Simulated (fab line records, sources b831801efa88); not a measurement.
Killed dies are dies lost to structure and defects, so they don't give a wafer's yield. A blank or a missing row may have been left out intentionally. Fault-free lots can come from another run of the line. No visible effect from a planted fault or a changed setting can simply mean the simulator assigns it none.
fab line records | flow sky130
record lots=16 wafers=40 lastDay=50
route steps=708 shown METAL1@454 METAL2@484 PAD_OPEN@708
lots that met no fault: from a run of the same line without faults
startH: the number of hours between the record's first day and the start of the first shown wafer of the lot | waitH: hours elapsed since this lot's preceding step | " identical to the entry in the row above | L1.1+2: several wafers, shown together as one row | - value missing, or start not given | * or withheld: withheld | < > ~ a bound
route shown NAME@n: NAME is a module with steps in the file, n the number in the route of the first one | usual: average and standard deviation across the fault-free wafers | same: alike in all rows | chamber/n: place in a boat | sites: the reading at each site | _std_site: standard deviation of those values | _edge_site: the outer-site mean with the inner-site mean subtracted | radiusMm: how far each site lies from the wafer's centre | mask NAME#n: copy n | behind: the last tool/chamber to shape the wafer | hold: cause of the lot's hold/its duration in hours/its outcome | device: the transistor (n, p or np) that didn't switch | end of line: tests of these same wafers at the route's end | a step without rows: its recipe alone | killed: dies that structure and defects cost at the first sort, which is not the same as the wafer's yield | map: shows each die of a wafer: x if killed, . if not, _ if none is there
set.NAME: the setting as run; set.NAME@STEP: as run at that earlier step | model.NAME: the simulator's own value behind a step, which no gauge read
steps of the route over a sample of lots; a table a step, a row a wafer
services: from which hour (startH, from the record's first day; less than 0 if before it) a tool's chamber was out of use, for how many hours, and why
## steps
# step SKY_METAL1_STRIP_20
# recipe chemistry=O2/N2 powerW=1400 pressureMtorr=1500 platenTempC=withheld o2FlowSccm=3000 n2FlowSccm=300 overashFraction=0.5
# usual drypumpMotorCurrentA=5.7/0.31 oesProductAu=0.343/0.0048 overashFraction=0.5/0 stripTimeToEndpointS=2.70/0.035
# columns lot.wafer tool chamber startH waitH drypumpMotorCurrentA oesProductAu overashFraction rfHoursCounterH stripTimeToEndpointS
L176.3 plasmaAsher-01 1 803.54 0.1 6.3 0.344 0.5 - 2.67
L176.5 " 0 " " 5.7 0.343 0.5 - 2.69
L176.6 " 1 " " 6.3 0.349 0.5 - 2.76
L179.1 plasmaAsher-02 1 804.08 0.1 6.0 0.348 0.5 68 2.67
L179.3 " 1 " " 6.0 0.343 0.5 - 2.65
L179.4 " 0 " " 5.4 0.346 0.5 - 2.71
L178.1 plasmaAsher-02 1 813.39 0.1 6.1 0.341 0.5 69 2.63
L178.2 " 0 " " 5.4 0.352 0.5 69 2.71
L178.4 " 1 " " 6.1 0.335 0.5 - 2.70
L181.3 plasmaAsher-02 0 821.37 0.1 5.4 0.342 0.5 - 2.72
L181.5 " 1 " " 6.1 0.345 0.5 - 2.67
L181.6 " 0 " " 5.4 0.341 0.5 - 2.75
L182.4 plasmaAsher-03 1 826.72 0.1 5.6 0.332 0.5 - 2.67
L182.5 " 0 " " 5.4 0.340 0.5 - 2.69
L182.6 " 1 " " 5.6 0.337 0.5 - 2.66
L183.3 plasmaAsher-02 1 836.02 0.1 6.0 0.334 0.5 - 2.73
L183.4 " 0 " " 5.4 0.342 0.5 - 2.71
L183.5 " 1 " " 6.0 0.345 0.5 - 2.69
L185.1 plasmaAsher-01 1 852.99 0.1 6.3 0.343 0.5 40 2.71
L185.2 " 0 " " 5.7 0.342 0.5 40 2.69
L185.4 " 1 " " 6.3 0.337 0.5 - 2.67
L187.1 plasmaAsher-02 0 865.77 0.1 5.4 0.348 0.5 74 2.70
L187.3 " 0 " " 5.4 0.347 0.5 - 2.69
L187.5 " 1 " " 6.0 0.336 0.5 - 2.68
L188.3 plasmaAsher-03 1 870.57 0.1 5.6 0.339 0.5 - 2.71
L188.4 " 0 " " 5.5 0.344 0.5 - 2.65
L188.6 " 1 " " 5.6 0.342 0.5 - 2.67
L191.1 plasmaAsher-01 0 898.81 0.1 5.7 0.345 0.5 45 2.70
L191.2 " 1 " " 6.3 0.345 0.5 45 2.78
L191.6 " 0 " " 5.7 0.344 0.5 - 2.69
L192.1 plasmaAsher-02 1 899.26 0.1 6.0 0.344 0.5 78 2.67
L192.3 " 1 " " 6.1 0.349 0.5 - 2.67
L192.4 " 0 " " 5.4 0.352 0.5 - 2.76
L193.1 plasmaAsher-03 1 905.79 0.1 5.6 0.342 0.5 108 2.66
L193.4 " 0 " " 5.5 0.348 0.5 - 2.72
L193.6 " 1 " " 5.6 0.340 0.5 - 2.71
L195.6 plasmaAsher-01 0 925.36 0.1 5.7 0.347 0.5 - 2.71
L196.6 plasmaAsher-01 1 930.31 0.1 6.3 0.340 0.5 - 2.69
L197.4 plasmaAsher-03 1 931.77 0.1 5.6 0.345 0.5 - 2.79
L198.2 plasmaAsher-01 0 940.39 0.1 5.7 0.353 0.5 49 2.78
# step SKY_METAL2_SPUTTER_01
# recipe material=TiN targetThkNm=20 powerW=6500 timeS=16.7 chamberPressurePa=0.4
# usual throttleValvePct=30.3/1.2
# columns lot.wafer tool chamber startH waitH throttleValvePct
L176.3 pvdSputter-01 - 832.69 0.0 29.4
L176.5 " - " " 31.8
L176.6 " - " " 30.8
L179.1 pvdSputter-04 - 833.48 0.0 28.8
L179.3 " - " " 31.8
L179.4 " - " " 30.9
L178.1 pvdSputter-01 - 842.06 0.0 31.8
L178.2 " - " " 30.5
L178.4 " - " " 31.1
L181.3 pvdSputter-01 - 850.17 0.0 31.8
L181.5 " - " " 30.4
L181.6 " - " " 30.9
L182.4 pvdSputter-03 - 855.65 0.0 28.4
L182.5 " - " " 32.1
L182.6 " - " " 28.4
L183.3 pvdSputter-03 - 864.65 0.0 31.5
L183.4 " - " " 30.0
L183.5 " - " " 28.5
L185.1 pvdSputter-03 - 881.27 0.0 28.2
L185.2 " - " " 30.0
L185.4 " - " " 29.3
L187.1 pvdSputter-03 - 894.43 0.0 31.9
L187.3 " - " " 28.3
L187.5 " - " " 29.8
L188.3 pvdSputter-01 - 898.66 0.0 30.0
L188.4 " - " " 30.6
L188.6 " - " " 30.7
L191.1 pvdSputter-01 - 925.48 0.0 31.7
L191.2 " - " " 31.1
L191.6 " - " " 30.9
L192.1 pvdSputter-04 - 926.13 0.0 28.7
L192.3 " - " " 31.9
L192.4 " - " " 30.9
L193.1 pvdSputter-04 - 932.48 0.0 30.8
L193.4 " - " " 28.8
L193.6 " - " " 28.7
L195.6 pvdSputter-04 - 952.40 0.0 31.4
L196.6 pvdSputter-01 - 957.56 0.0 31.8
L197.4 pvdSputter-03 - 959.05 0.0 31.9
L198.2 pvdSputter-01 - 967.03 0.0 31.0
# step SKY_METAL2_SPUTTER_03
# recipe material=Ti targetThkNm=5 powerW=3000 timeS=3.3 chamberPressurePa=0.4
# usual throttleValvePct=30.3/1.2
# columns lot.wafer tool chamber startH waitH throttleValvePct
L176.3 pvdSputter-01 - 832.74 0.0 29.5
L176.5 " - " " 31.8
L176.6 " - " " 31.1
L179.1 pvdSputter-04 - 833.53 0.0 28.5
L179.3 " - " " 32.0
L179.4 " - " " 30.8
L178.1 pvdSputter-01 - 842.11 0.0 31.8
L178.2 " - " " 30.8
L178.4 " - " " 30.9
L181.3 pvdSputter-01 - 850.22 0.0 31.6
L181.5 " - " " 30.6
L181.6 " - " " 30.9
L182.4 pvdSputter-03 - 855.70 0.0 28.2
L182.5 " - " " 32.0
L182.6 " - " " 28.5
L183.3 pvdSputter-03 - 864.70 0.0 32.0
L183.4 " - " " 30.2
L183.5 " - " " 28.3
L185.1 pvdSputter-03 - 881.32 0.0 28.4
L185.2 " - " " 30.1
L185.4 " - " " 29.1
L187.1 pvdSputter-03 - 894.48 0.0 32.2
L187.3 " - " " 28.3
L187.5 " - " " 29.8
L188.3 pvdSputter-01 - 898.71 0.0 29.5
L188.4 " - " " 30.6
L188.6 " - " " 30.5
L191.1 pvdSputter-01 - 925.53 0.0 31.7
L191.2 " - " " 31.0
L191.6 " - " " 30.9
L192.1 pvdSputter-04 - 926.18 0.0 28.7
L192.3 " - " " 31.9
L192.4 " - " " 30.7
L193.1 pvdSputter-04 - 932.53 0.0 30.8
L193.4 " - " " 28.7
L193.6 " - " " 28.7
L195.6 pvdSputter-04 - 952.44 0.0 31.9
L196.6 pvdSputter-01 - 957.61 0.0 31.7
L197.4 pvdSputter-03 - 959.10 0.0 31.8
L198.2 pvdSputter-01 - 967.08 0.0 30.8
# step SKY_METAL2_STRIP_20
# recipe chemistry=O2/N2 powerW=1400 pressureMtorr=1500 platenTempC=withheld o2FlowSccm=3000 n2FlowSccm=300 overashFraction=0.5
# usual drypumpMotorCurrentA=6.1/0.49 oesProductAu=0.344/0.0051 overashFraction=0.5/0 stripTimeToEndpointS=2.73/0.035
# columns lot.wafer tool chamber startH waitH drypumpMotorCurrentA oesProductAu overashFraction rfHoursCounterH stripTimeToEndpointS
L176.3 plasmaAsher-04 0 859.18 0.1 6.3 0.346 0.5 - 2.78
L176.5 " 0 " " 6.3 0.353 0.5 - 2.78
L176.6 " 1 " " 6.8 0.341 0.5 - 2.68
L179.1 plasmaAsher-04 1 860.68 0.1 6.8 0.341 0.5 12 2.72
L179.3 " 1 " " 6.8 0.344 0.5 - 2.74
L179.4 " 0 " " 6.3 0.341 0.5 - 2.76
L178.1 plasmaAsher-04 1 868.78 0.1 6.8 0.348 0.5 13 2.73
L178.2 " 0 " " 6.3 0.341 0.5 13 2.72
L178.4 " 0 " " 6.3 0.353 0.5 - 2.73
L181.3 plasmaAsher-04 0 875.76 0.1 6.3 0.342 0.5 - 2.72
L181.5 " 1 " " 6.8 0.340 0.5 - 2.75
L181.6 " 0 " " 6.3 0.334 0.5 - 2.74
L182.4 plasmaAsher-04 0 882.27 0.1 6.3 0.343 0.5 - 2.78
L182.5 " 1 " " 6.8 0.347 0.5 - 2.76
L182.6 " 0 " " 6.3 0.347 0.5 - 2.74
L183.3 plasmaAsher-01 0 891.01 0.1 5.7 0.339 0.5 - 2.67
L183.4 " 1 " " 6.3 0.346 0.5 - 2.69
L183.5 " 0 " " 5.7 0.346 0.5 - 2.71
L185.1 plasmaAsher-04 1 906.84 0.1 6.8 0.346 0.5 17 2.76
L185.2 " 0 " " 6.3 0.348 0.5 17 2.77
L185.4 " 0 " " 6.3 0.348 0.5 - 2.76
L187.1 plasmaAsher-04 1 919.74 0.1 6.8 0.349 0.5 18 2.66
L187.3 " 0 " " 6.3 0.341 0.5 - 2.73
L187.5 " 1 " " 6.8 0.342 0.5 - 2.70
L188.3 plasmaAsher-01 1 923.77 0.1 6.3 0.339 0.5 - 2.70
L188.4 " 0 " " 5.7 0.341 0.5 - 2.75
L188.6 " 1 " " 6.3 0.343 0.5 - 2.70
L191.1 plasmaAsher-03 0 949.84 0.1 5.5 0.345 0.5 112 2.72
L191.2 " 1 " " 5.6 0.334 0.5 112 2.67
L191.6 " 1 " " 5.6 0.344 0.5 - 2.66
L192.1 plasmaAsher-01 1 950.89 0.1 6.3 0.335 0.5 51 2.70
L192.3 " 0 " " 5.7 0.341 0.5 - 2.72
L192.4 " 1 " " 6.3 0.339 0.5 - 2.75
L193.1 plasmaAsher-03 1 957.38 0.1 5.6 0.346 0.5 113 2.70
L193.4 " 1 " " 5.5 0.338 0.5 - 2.71
L193.6 " 0 " " 5.4 0.348 0.5 - 2.75
L195.6 plasmaAsher-03 0 976.30 0.1 5.4 0.350 0.3 - 2.77
L196.6 plasmaAsher-03 0 982.25 0.1 5.5 0.341 0.3 - 2.76
L197.4 plasmaAsher-03 0 984.12 0.1 5.5 0.340 0.3 - 2.68
L198.2 plasmaAsher-03 0 990.80 0.1 5.5 0.335 0.3 116 2.73
# step SKY_PAD_OPEN_PROBE_99
# usual killed_at_M0_to_M3=44/6.7 killed_at_M4_up=3.1/1.8 killedAtContacts=24/5.1 killedAtFrontEnd=16/4.7 killedAtOther=0.3/0.59 killedDies=88/9.6 killedOpen=48/7.3 killedShort=39/6.5
# same grossDies=492 killedAtBackSide=0
# columns lot.wafer tool chamber startH waitH killed_at_M0_to_M3 killed_at_M4_up killedAtContacts killedAtFrontEnd killedAtOther killedDies killedOpen killedShort
L181.3 prober-02 - 1117.25 0.2 41 6 18 9 0 74 50 24
L181.5 prober-02 - 1117.35 0.2 36 5 26 18 0 85 46 39
L181.6 prober-02 - 1117.40 0.2 38 4 19 18 0 79 39 38
L183.5 prober-01 - 1131.47 0.2 52 2 25 13 0 92 53 39
# killed by level:class
L181.3 VIA1:geometricParticle:open=12 LI_CONTACT:geometricParticle:open=9 VIA3:geometricParticle:open=9 VIA2:geometricParticle:open=7 LI_CONTACT:geometricParticle:short=5 VIA3:geometricParticle:short=5 FIELD_ISO:geometricParticle:open=4 VIA1:geometricParticle:short=4
L181.5 CONTACT:geometricParticle:open=10 METAL2:geometricParticle:short=8 LI_CONTACT:geometricParticle:open=7 FIELD_ISO:geometricParticle:open=6 LOCAL_INTERCONNECT:geometricParticle:short=6 VIA2:geometricParticle:open=6 FIELD_ISO:geometricParticle:short=5 VIA2:geometricParticle:short=5
L181.6 CONTACT:geometricParticle:open=9 VIA3:geometricParticle:open=6 FIELD_ISO:geometricParticle:short=5 CONTACT:geometricParticle:short=5 VIA1:geometricParticle:open=5 METAL2:geometricParticle:short=5 FIELD_ISO:geometricParticle:open=4 POLY_GATE:geometricParticle:open=4
L183.5 CONTACT:geometricParticle:open=13 VIA1:geometricParticle:open=12 VIA2:geometricParticle:open=10 METAL1:geometricParticle:short=8 METAL2:geometricParticle:short=6 FIELD_ISO:geometricParticle:short=5 CONTACT:geometricParticle:short=5 FIELD_ISO:geometricParticle:open=4
## services
# columns tool chamber startH hours kind
pvdSputter-03 - 792.72 2.6 repair
pvdSputter-04 - 794.81 6.3 repair
plasmaAsher-02 - 795.95 7.0 repair
pvdSputter-04 - 799.01 3.4 repair
pvdSputter-01 - 849.05 0.9 repair
pvdSputter-04 - 862.47 0.6 repair
pvdSputter-03 - 883.22 1.0 repair
plasmaAsher-02 - 901.22 9.8 repair
pvdSputter-04 - 919.20 0.9 repair
plasmaAsher-02 - 927.28 3.5 repair
pvdSputter-03 - 939.55 3.3 repair
plasmaAsher-02 - 943.75 1.8 repair
plasmaAsher-03 - 947.43 1.0 repair
plasmaAsher-03 - 958.16 0.4 repair
plasmaAsher-04 - 972.61 2.8 pm
## key
firstSign step=SKY_METAL2_STRIP_20 reading=overashFraction direction=down sigmas=99+ usual=0.5 struck=0.3
effect none on later readings
metAt SKY_METAL2_STRIP_20
struckLots L195,L196,L197,L198
struckWafers L195.6,L196.6,L197.4,L198.2
sortLeftOut L196.6,L197.4,L198.2
testerLeftOut L195,L196,L197,L198
notActingAt SKY_METAL1_STRIP_20,SKY_METAL2_SPUTTER_01,SKY_METAL2_SPUTTER_03
onsetBetween 957.38 976.30
earlierFault kind=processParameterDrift tool=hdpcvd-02 chamber=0 onsetH=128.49 steps=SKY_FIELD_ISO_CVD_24 channel=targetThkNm offset=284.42 shape=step endH=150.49 actsIn=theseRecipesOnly stated=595
earlierFault kind=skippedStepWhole tool=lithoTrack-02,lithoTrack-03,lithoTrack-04 chamber=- onsetH=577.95 steps=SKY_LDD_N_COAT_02 scope=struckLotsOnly
fault kind=processParameterDrift tool=plasmaAsher-03 chamber=0 onsetH=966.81 steps=SKY_METAL2_STRIP_20 channel=overashFraction offset=-0.2 shape=step actsIn=theseRecipesOnly stated=0.5
# testerLeftOut: of these lots the tester's yield and bins aren't shown, on N5 and GAA mostly nor the transistor test; their killed dies are dies lost to structure and defects alone, not to doping, threshold or leakage, so they don't give the yield
# sortLeftOut: the simulated sort isn't trusted on such a fault, so these wafers' sort isn't shown, and their yield isn't known
